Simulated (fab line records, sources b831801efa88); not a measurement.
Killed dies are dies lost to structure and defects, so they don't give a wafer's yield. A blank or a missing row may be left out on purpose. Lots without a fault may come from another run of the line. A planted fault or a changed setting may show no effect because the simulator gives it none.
fab line records | flow gf180mcu
record lots=6 wafers=16 last_day=34
route steps=602 shown V2@391
lots that met no fault: from a run of the same line without faults
start_h: hours from the record's first day to the start of the lot's first wafer shown | wait_h: hours since the lot's step before | " the same as in the row above | L1.1+2: a row that stands for several wafers | - no value, or no start given | * or withheld: withheld | < > ~ a bound
route shown NAME@n: a module of which the file shows steps, and the number in the route of the first | usual: mean/standard deviation of fault-free wafers | same: alike in all rows | chamber/n: place in a boat | sites: the reading at each site | _std_site: their standard deviation | _edge_site: outer sites' mean less inner sites' | radius_mm: how far each site lies from the wafer's centre | mask NAME#n: copy n | behind: the tool/chamber that last shaped the wafer | hold: why the lot was held/for how many hours/how that ended | device: the transistor (n, p or np) that didn't switch | end of line: the same wafers' tests at the end of the route | a step without rows: its recipe alone | killed: dies lost to structure and defects at the first sort, not the wafer's yield | map: a wafer's dies, x killed, . not, _ none there
set.NAME: the setting as run; set.NAME@STEP: as run at that earlier step | model.NAME: the simulator's own value behind a step, which no gauge read
lots at some steps of the route; a table a step, a row a wafer
services: from which hour (start_h, from the record's first day; less than 0 if before it) a tool's chamber was out of use, for how many hours, and why
## steps
# step GF_V2_COAT_09
# recipe resist=KrF spin_rpm=withheld resist_thk_nm=1000
# step GF_V2_SOFTBAKE_10
# recipe temp_c=130 time_s=60 resist=KrF
# step GF_V2_EXPOSE_11
# recipe mask_id=Via2 target_cd_nm=260 na=0.68 source_shape=conventional sigma_outer=0.6 dose_mj=38
# step GF_V2_PEB_12
# recipe peb_temp_c=135 peb_time_s=90 resist=KrF
# step GF_V2_DEVELOP_13
# recipe develop_time_s=60 resist=KrF dev_temp_c=21
# step GF_V2_CD_MEAS_14
# recipe target_cd_nm=260
# usual cd_nm=259.8/1.3
# columns lot.wafer tool chamber start_h wait_h cd_nm
L852.1 cd_sem-01 - 495.92 0.1 259.3
L852.2 " - " " 258.1
L852.3 " - " " 257.4
L853.1 cd_sem-02 - 512.03 0.1 259.9
L853.2 " - " " 260.9
L853.5 " - " " 259.6
L863.2 cd_sem-01 - 602.29 0.1 262.0
L863.5 " - " " 260.3
L865.3 cd_sem-01 - 616.51 0.1 257.4
L865.5 " - " " 259.1
L868.2 cd_sem-02 - 626.74 0.1 260.7
L868.5 " - " " 261.1
L868.6 " - " " 261.8
L870.2 cd_sem-01 - 639.45 0.1 257.9
L870.3 " - " " 259.2
L870.5 " - " " 259.7
# step GF_V2_OVL_MEAS_15
# usual V2_OVL=-2/5.9
# columns lot.wafer tool chamber start_h wait_h V2_OVL[nm]
L852.1 overlay-02 - 496.04 0.1 -8
L852.2 " - " " -10
L852.3 " - " " -14
L853.1 overlay-01 - 512.15 0.1 -8
L853.2 " - " " -7
L853.5 " - " " -6
L863.2 overlay-01 - 602.39 0.1 -6
L863.5 " - " " -1
L865.3 overlay-02 - 616.60 0.1 -6
L865.5 " - " " -8
L868.2 overlay-01 - 626.84 0.1 -11
L868.5 " - " " -6
L868.6 " - " " -10
L870.2 overlay-02 - 639.56 0.1 -2
L870.3 " - " " 3
L870.5 " - " " -5
# step GF_V2_ETCH_16
# recipe chemistry=N2/H2 target_depth_a=withheld overetch_a=withheld time_s=withheld target=BARC ion_energy_ev=200 source_w=500 bias_w=100 pressure_mtorr=30 n2_flow_sccm=100 h2_flow_sccm=200
# usual drypump_motor_current_A=5.6/0.51 oes_product_au=0.855/0.005 throttle_valve_pct=13.226/0.0089
# columns lot.wafer tool chamber start_h wait_h drypump_motor_current_A oes_product_au throttle_valve_pct
L852.1 rie_diel-03 2 496.08 0.0 5.7 0.854 13.223
L852.2 " 0 " " 6.3 0.859 13.223
L852.3 " 1 " " 5.8 0.857 13.233
L853.1 rie_diel-02 0 512.19 0.0 4.8 0.855 13.230
L853.2 " 1 " " 5.9 0.852 13.224
L853.5 " 1 " " 5.9 0.858 13.223
L863.2 rie_diel-01 3 602.42 0.0 4.9 0.852 13.216
L863.5 " 3 " " 4.9 0.845 13.220
L865.3 rie_diel-03 0 616.62 0.0 6.4 0.858 13.223
L865.5 " 1 " " 5.8 0.858 13.237
L868.2 rie_diel-02 1 626.87 0.0 5.9 0.854 13.226
L868.5 " 0 " " 4.8 0.847 13.218
L868.6 " 1 " " 5.9 0.853 13.225
L870.2 rie_diel-02 3 639.59 0.0 5.0 0.861 13.223
L870.3 " 2 " " 5.3 0.854 13.231
L870.5 " 2 " " 5.3 0.853 13.225
# step GF_V2_ETCH_17
# recipe chemistry=C4F8/O2/Ar mask_material=KrF target=SiO2 stop_on=TiN source_w=1500 bias_w=1200 pressure_mtorr=40 c4f8_flow_sccm=withheld O2_flow_sccm=6 Ar_flow_sccm=300 time_s=withheld target_depth_a=6300
# usual oes_product_au=0.857/0.0049
# columns lot.wafer tool chamber start_h wait_h oes_product_au
L852.1 rie_diel-03 2 - - 0.852
L852.2 " 0 " " 0.866
L852.3 " 1 " " 0.858
L853.1 rie_diel-02 0 - - 0.844
L853.2 " 1 " " 0.866
L853.5 " 1 " " 0.854
L863.2 rie_diel-01 3 - - 0.847
L863.5 " 3 " " 0.851
L865.3 rie_diel-03 0 - - 0.859
L865.5 " 1 " " 0.860
L868.2 rie_diel-02 1 - - 0.864
L868.5 " 0 " " 0.856
L868.6 " 1 " " 0.855
L870.2 rie_diel-02 3 - - 0.858
L870.3 " 2 " " 0.845
L870.5 " 2 " " 0.854
# step GF_V2_STRIP_18
# recipe chemistry=O2/N2 power_w=1400 pressure_mtorr=1500 platen_temp_c=250 o2_flow_sccm=3000 n2_flow_sccm=300 overash_fraction=0.5
# usual drypump_motor_current_A=5.8/0.33 heater_power_w=348/29 oes_product_au=0.593/0.0046
# columns lot.wafer tool chamber start_h wait_h drypump_motor_current_A heater_power_w oes_product_au rf_hours_counter_h
L852.1 plasma_asher-01 0 496.20 - 5.7 391 0.589 71
L852.2 " 1 " " 5.6 310 0.592 71
L852.3 " 0 " " 5.7 383 0.594 -
L853.1 plasma_asher-03 1 512.32 - 5.8 344 0.603 9
L853.2 " 0 " " 6.3 371 0.589 9
L853.5 " 1 " " 5.8 348 0.598 -
L863.2 plasma_asher-04 0 602.55 - 5.4 363 0.593 97
L863.5 " 0 " " 5.4 357 0.591 -
L865.3 plasma_asher-01 1 616.79 - 5.6 311 0.591 -
L865.5 " 1 " " 5.6 314 0.599 -
L868.2 plasma_asher-01 0 627.00 - 5.7 380 0.598 85
L868.5 " 1 " " 5.6 308 0.590 -
L868.6 " 0 " " 5.7 381 0.585 -
L870.2 plasma_asher-03 0 639.72 - 6.4 366 0.600 23
L870.3 " 0 " " 6.4 365 0.591 -
L870.5 " 0 " " 6.4 370 0.594 -
# step GF_V2_STRIP_19
# recipe chemistry=post_etch_residue_remover time_s=1200 temp_c=72.5
# step GF_V2_CLEAN_20
# recipe chemistry=DIW dry=n2_spin
# step GF_V2_SPUTTER_21
# recipe material=Ti target_thk_nm=15 chamber_pressure_pa=5 power_w=2500 substrate_temp_c=200 time_s=80.02
# usual throttle_valve_pct=29.9/1.3
# columns lot.wafer tool chamber start_h wait_h throttle_valve_pct model.Ti_of_V2_SPUTTER_21.thk_nm
L852.1 pvd_sputter-02 - 496.74 0.0 28.2 14.78
L852.2 " - " " 28.9 15.04
L852.3 " - " " 31.1 15.06
L853.1 pvd_sputter-03 - 512.85 0.0 29.7 15.14
L853.2 " - " " 29.4 15.04
L853.5 " - " " 29.5 15.11
L863.2 pvd_sputter-02 - 603.09 0.0 31.1 14.86
L863.5 " - " " 31.2 27.91
L865.3 pvd_sputter-02 - 617.29 0.0 31.8 27.95
L865.5 " - " " 31.9 27.92
L868.2 pvd_sputter-03 - 627.57 0.0 29.4 15.17
L868.5 " - " " 31.1 14.75
L868.6 " - " " 29.5 15.12
L870.2 pvd_sputter-03 - 640.28 0.0 29.7 15.1
L870.3 " - " " 29.4 15.26
L870.5 " - " " 29.5 15.21
# step GF_V2_SPUTTER_22
# recipe material=TiN target_thk_nm=10 chamber_pressure_pa=5 power_w=4000 time_s=40
# usual throttle_valve_pct=29.9/1.3
# columns lot.wafer tool chamber start_h wait_h throttle_valve_pct
L852.1 pvd_sputter-02 - 496.80 0.0 28.0
L852.2 " - " " 28.6
L852.3 " - " " 31.4
L853.1 pvd_sputter-03 - 512.91 0.0 29.5
L853.2 " - " " 29.3
L853.5 " - " " 29.7
L863.2 pvd_sputter-02 - 603.15 0.0 31.2
L863.5 " - " " 31.5
L865.3 pvd_sputter-02 - 617.35 0.0 31.9
L865.5 " - " " 31.7
L868.2 pvd_sputter-03 - 627.63 0.0 29.2
L868.5 " - " " 30.9
L868.6 " - " " 29.4
L870.2 pvd_sputter-03 - 640.34 0.0 29.5
L870.3 " - " " 29.6
L870.5 " - " " 29.5
## services
# columns tool chamber start_h hours kind
rie_diel-01 0 476.48 7.8 repair
rie_diel-02 3 479.06 15.6 repair
rie_diel-03 3 486.24 12.3 repair
rie_diel-03 3 514.31 3.4 repair
rie_diel-01 1 516.19 6.9 repair
rie_diel-01 - 522.36 2.8 pm
pvd_sputter-03 - 535.08 6.7 repair
rie_diel-02 3 552.77 - clean
rie_diel-02 3 552.77 24.0 scheduled_down
rie_diel-02 3 552.77 24.0 vent_cycle
pvd_sputter-02 2 554.01 - consumable_replace:kit
pvd_sputter-02 2 554.01 18.0 scheduled_down
pvd_sputter-02 2 554.01 18.0 vent_cycle
plasma_asher-04 - 570.46 4.0 pm
rie_diel-03 1 577.85 5.1 repair
rie_diel-01 - 581.70 0.4 repair
pvd_sputter-03 - 619.39 2.6 repair
rie_diel-01 1 633.53 10.9 repair
## key
first_sign none at tools or gauges
model_effect step=GF_V2_SPUTTER_21 value=Ti_of_V2_SPUTTER_21.thk_nm without=14.91 struck=27.93
met_at GF_V2_SPUTTER_21
struck_wafers L863.5,L865.3,L865.5
onset_between 496.74 603.09
fault kind=process_parameter_drift tool=pvd_sputter-02 chamber=- onset_h=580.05 steps=GF_V2_SPUTTER_21 channel=target_thk_nm offset=13.013 shape=step end_h=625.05 scope=struck_wafers_only acts_in=these_recipes_only stated=15
